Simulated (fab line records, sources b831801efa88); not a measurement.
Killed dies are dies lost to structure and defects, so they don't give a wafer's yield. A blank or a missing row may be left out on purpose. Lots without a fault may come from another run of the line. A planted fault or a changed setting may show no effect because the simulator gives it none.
A struck lot beside a sound one | flow sky130 | 17 steps out of a route of 708
Sound: wafers L240.3, L240.4, L240.6. Struck: wafers L225.2, L225.4, L225.6. The cause comes at the end.
At each step with rows: each side's tool, then ch and its chambers, then its first start. Under that, the readings that differ: sound wafers | struck wafers | difference of the means | sigmas: that difference in standard deviations of wafers without a fault.
alike: readings whose means differ by less than 2 such deviations, and words and numbers that are the same on both sides. not compared: withheld readings, readings that some wafer has no value for, bounds like >300 that may hide the same value, and numbers for which the record gives no deviation and whose values overlap.
The two part at a step that has a row with sigmas, a row that says differs or no value, or rows on one side only. Numbers that don't overlap but have no deviation are shown without sigmas and don't part them. A reading that every wafer of one side lacks parts them only if that side has two wafers or more.

first, 1 step without rows for these wafers: SKY_VT_ADJUST_LVTN_IMPLANT_19.
SKY_VT_ADJUST_LVTN_STRIP_20: strips in O2/N2.
  sound on plasma_asher-01 ch 0,1, day 13 07:05; struck on plasma_asher-01 ch 1, day 8 20:13
  reading                      | sound             | struck            | difference | sigmas
  strip_time_to_endpoint_s (s) | 14.28 14.19 14.22 | 14.12 14.16 14.14 | -0.09      | -2
  alike: drypump_motor_current_A, oes_product_au
  not compared: rf_hours_counter_h
SKY_VT_ADJUST_LVTN_TW_MEAS_21:
  sound on film_metro-03, day 13 07:10; struck on film_metro-01, day 8 20:20
  alike: VT_ADJUST_LVTN_2_TW
then, 7 steps without rows for these wafers: SKY_VT_ADJUST_NCORE_DEHYDRATE_00 (time 60 s); SKY_VT_ADJUST_NCORE_HMDS_01 (prime time 60 s); SKY_VT_ADJUST_NCORE_COAT_02 (resist thk 1140 nm); SKY_VT_ADJUST_NCORE_SOFTBAKE_03 (time 60 s); SKY_VT_ADJUST_NCORE_EXPOSE_04 (exposes mask LVTN COMPLEMENT THIN, target cd 380 nm); SKY_VT_ADJUST_NCORE_PEB_05; SKY_VT_ADJUST_NCORE_DEVELOP_06 (develop time 60 s).
SKY_VT_ADJUST_NCORE_CD_MEAS_07: target cd 380 nm.
  sound on cd_sem-01, day 14 08:06; struck on cd_sem-02, day 9 17:22
  alike: cd_nm
SKY_VT_ADJUST_NCORE_OVL_MEAS_08:
  sound on overlay-02, day 14 08:12; struck on overlay-01, day 9 17:28
  alike: VT_ADJUST_NCORE_OVL
SKY_VT_ADJUST_NCORE_IMPLANT_09:
  sound on implanter-04 ch 0, day 14 08:16; struck on implanter-02 ch 0, day 9 17:50
SKY_VT_ADJUST_NCORE_STRIP_10: strips in O2/N2.
  sound on plasma_asher-01 ch 0,1, day 14 08:24; struck on plasma_asher-03 ch 0, day 9 17:58
  reading                     | sound       | struck      | difference | sigmas
  drypump_motor_current_A (A) | 6.3 6.5 6.5 | 5.5 5.5 5.5 | -0.9       | -3
  alike: oes_product_au, strip_time_to_endpoint_s
  not compared: rf_hours_counter_h
SKY_VT_ADJUST_NCORE_TW_MEAS_11:
  sound on film_metro-04, day 14 08:29; struck on film_metro-01, day 9 18:18
  reading            | sound             | struck            | difference | sigmas
  VT_ADJUST_NCORE_TW | 221.9 222.7 222.6 | 273.7 273.6 271.0 | +50.4      | +28
then, 1 step without rows for these wafers: SKY_VT_ADJUST_HVTR_DEHYDRATE_00 (time 60 s).
SKY_PAD_OPEN_PROBE_99:
  the record has rows for the sound wafers here (prober-02, day 50 13:52) and none for the struck ones

WHERE THEY PART
First at SKY_VT_ADJUST_LVTN_STRIP_20; last, within this record, at SKY_PAD_OPEN_PROBE_99.

WHY: what the simulator had put in
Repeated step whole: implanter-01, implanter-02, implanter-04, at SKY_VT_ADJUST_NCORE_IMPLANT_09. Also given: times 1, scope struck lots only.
